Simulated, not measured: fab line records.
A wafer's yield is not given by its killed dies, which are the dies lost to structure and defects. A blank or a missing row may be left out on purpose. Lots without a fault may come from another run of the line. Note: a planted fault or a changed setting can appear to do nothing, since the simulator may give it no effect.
2 desks looking at one fault ; flow gf180mcu ; what lay behind the numbers comes last; until then each desk has only its own

== THE TOOL OWNER'S DESK: rtp_anneal-02 ==
At GF_PSD_RTA_13 (time 20 s), the tool's own readings, given per lot that ran on this tool as the mean of the sampled wafers with a number. If a lot's mean is further than 4 standard deviations from the usual mean, the lot is out of limits and carries the mark OUT (the distance appears in the brackets).
Columns: A = lamp_power_pct at GF_PSD_RTA_13, usual 33.5 %; B = run_length_s at GF_PSD_RTA_13, usual 48.78 s; C = wafer_temp_C_max at GF_PSD_RTA_13, usual 1028.8
lot;first seen here;A;B;C
L484;day 14 08:48;32.9;48.78;1030.1
L486;day 15 01:17;32.9;48.99;1029.8
L493;day 17 10:56;32.9;48.81;1030.1
L494;day 17 21:13;32.9;47.18 (-11) OUT;1029.8
L495;day 18 04:12;32.9;45.84 (-20) OUT;1030.3
L504;day 21 09:04;32.9;49.02;1029.6
Finding of this desk: L494, L495 out of limits; the first was L494 at day 17 21:13, on run_length_s at GF_PSD_RTA_13. L484, L486, L493, L504 stayed within limits.

== METROLOGY DESK ==
What the gauges read for every lot (on any tool): the sampled wafers with a number, averaged. If a lot's mean is further than 4 standard deviations from the usual mean, the lot is out of limits and carries the mark OUT (the distance appears in the brackets).
Columns: A = NSD_RS at GF_PSD_RS_MEAS_14, usual 46.14 ohm/sq; B = PSD_RS at GF_PSD_RS_MEAS_15, usual 108.56 ohm/sq
lot;first seen here;A;B
L484;day 14 08:53;46.15;108.63
L485;day 14 19:29;46.11;108.57
L486;day 15 01:22;46.05;108.24
L488;day 15 19:17;46.12;108.81
L489;day 16 00:29;46.14;108.56
L493;day 17 11:02;46.17;108.64
L494;day 17 21:18;46.46;109.67
L495;day 18 04:17;46.88 (+8.4) OUT;110.39 (+6.5) OUT
L504;day 21 09:09;46.03;108.16
L505;day 21 11:00;46.11;108.42
L506;day 21 19:25;46.19;108.32
L507;day 22 13:35;46.14;108.62
This desk reports L495 out of limits; the earliest was L495 at day 18 04:17 (NSD_RS at GF_PSD_RS_MEAS_14). L484, L485, L486, L488, L489, L493, L494, L504, L505, L506, L507 stayed within limits.

== ALL TOGETHER ==
On L494, L495, at day 17 21:13, an alarm was possible from the tool owner's desk.
L495 would have let the metrology desk raise an alarm at day 18 04:17.
The metrology desk holds a record of L494, inside its limits.
On rtp_anneal-02, each named lot ran GF_PSD_RTA_13.

== WHAT THE SIMULATOR HAD PUT IN ==
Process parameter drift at GF_PSD_RTA_13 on rtp_anneal-02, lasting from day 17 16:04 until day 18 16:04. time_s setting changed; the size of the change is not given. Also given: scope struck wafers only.
Lots struck among those shown: L494, L495.
Counting hours from when the fault started, the first reading out of limits came at 5 for the tool owner's desk and at 12 for the metrology desk.
